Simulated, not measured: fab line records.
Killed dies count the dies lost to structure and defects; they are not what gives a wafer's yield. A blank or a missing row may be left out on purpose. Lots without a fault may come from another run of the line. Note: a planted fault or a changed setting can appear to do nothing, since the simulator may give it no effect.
A struck lot beside a sound one    flow sky130    30 steps out of a route of 708
Sound: the wafers L798.1, L798.2, L798.3. Struck: wafer L809.3 (left out: L809.2, L809.6 of the same lot, which were not struck); the cause appears at the end.
At each step with rows: each side's tool, then ch and its chambers, then its first start. Under that, the readings that differ: sound wafers    struck wafers    difference of the means    sigmas: that difference in standard deviations of wafers without a fault.
alike: readings with means less than 2 such deviations apart, plus words and numbers identical on both sides. not compared: withheld readings, readings lacking a value on some wafer, bounds such as >300 that could conceal the same value, and numbers that have no deviation in the record and whose values overlap.
A row with sigmas, a row that says differs or no value, or rows on one side alone: a step with any of these is where the two part. Numbers that have no deviation but don't overlap get no sigmas and don't part them. A reading that every wafer of one side lacks parts them only if that side has two wafers or more.

first, 6 steps without rows for these wafers: SKY_SD_N_IMPLANT_10; SKY_SD_N_STRIP_11 (strips in O2/N2); SKY_SD_N_CLEAN_13 (cleans in SC1/SC2, time 150 s); SKY_SD_N_RTA_14 (time 2 s); SKY_SALICIDE_CLEAN_00 (cleans in HF-last, time 30 s); SKY_LI_CONTACT_HDPCVD_00 (deposits PSG, target thk 930 nm, time 155 s).
SKY_LI_CONTACT_CMP_02: polishes PSG.
  sound on cmp-02 ch 0,1,3, day 27 07:56; struck on cmp-02 ch 2, day 32 05:09
  alike: motor_current_A, time_to_endpoint_s
then, 22 steps without rows for these wafers: SKY_LI_CONTACT_DEHYDRATE_04 (time 60 s); SKY_LI_CONTACT_HMDS_05 (prime time 60 s); SKY_LI_CONTACT_COAT_06 (resist thk 60 nm); SKY_LI_CONTACT_COAT_07 (resist thk 450 nm); SKY_LI_CONTACT_SOFTBAKE_08 (time 90 s); SKY_LI_CONTACT_EXPOSE_09 (exposes mask LICM1, target cd 170 nm); SKY_LI_CONTACT_PEB_10; SKY_LI_CONTACT_DEVELOP_11 (develop time 60 s); SKY_LI_CONTACT_ETCH_14 (etches BARC in N2/H2, stops on SiO2, time 45.9 s, target depth 60 nm); SKY_LI_CONTACT_ETCH_15 (etches PSG in C4F8/O2/Ar, stops on Si, target depth 600 nm); SKY_LI_CONTACT_STRIP_16 (strips in O2/N2); SKY_LI_CONTACT_CLEAN_17 (cleans in NMP, time 600 s); SKY_LI_CONTACT_PRE_CLEAN_18 (time 5.6 s); SKY_LI_CONTACT_SPUTTER_19 (material Ti, target thk 20 nm, time 106.37 s); SKY_LI_CONTACT_SPUTTER_20 (material TiN, target thk 20 nm, time 80 s); SKY_LI_CONTACT_CVD_21 (deposits W, target thk 400 nm, time 120.56 s); SKY_LI_CONTACT_CMP_24 (polishes, stops on PSG, t overpolish 20 s, target thk 0 nm); SKY_LOCAL_INTERCONNECT_SPUTTER_00 (material TiN, target thk 100 nm, time 83.3 s); SKY_LOCAL_INTERCONNECT_DEHYDRATE_03 (time 60 s); SKY_LOCAL_INTERCONNECT_HMDS_04 (prime time 60 s); SKY_LOCAL_INTERCONNECT_COAT_05 (resist thk 60 nm); SKY_LOCAL_INTERCONNECT_COAT_06 (resist thk 450 nm).
-- a jump in the record: the struck wafers' starts before and after are 16 days apart (it breaks off in module LOCAL_INTERCONNECT and resumes in module PAD_OPEN, where the first step shown is number 708 of the route) --
SKY_PAD_OPEN_PROBE_99:
  only the struck wafers here have rows in the record (prober-02, day 48 11:25); the sound ones have none

== WHERE THEY PART ==
Only at SKY_PAD_OPEN_PROBE_99, as far as this record shows.

WHY: the cause the simulator had injected
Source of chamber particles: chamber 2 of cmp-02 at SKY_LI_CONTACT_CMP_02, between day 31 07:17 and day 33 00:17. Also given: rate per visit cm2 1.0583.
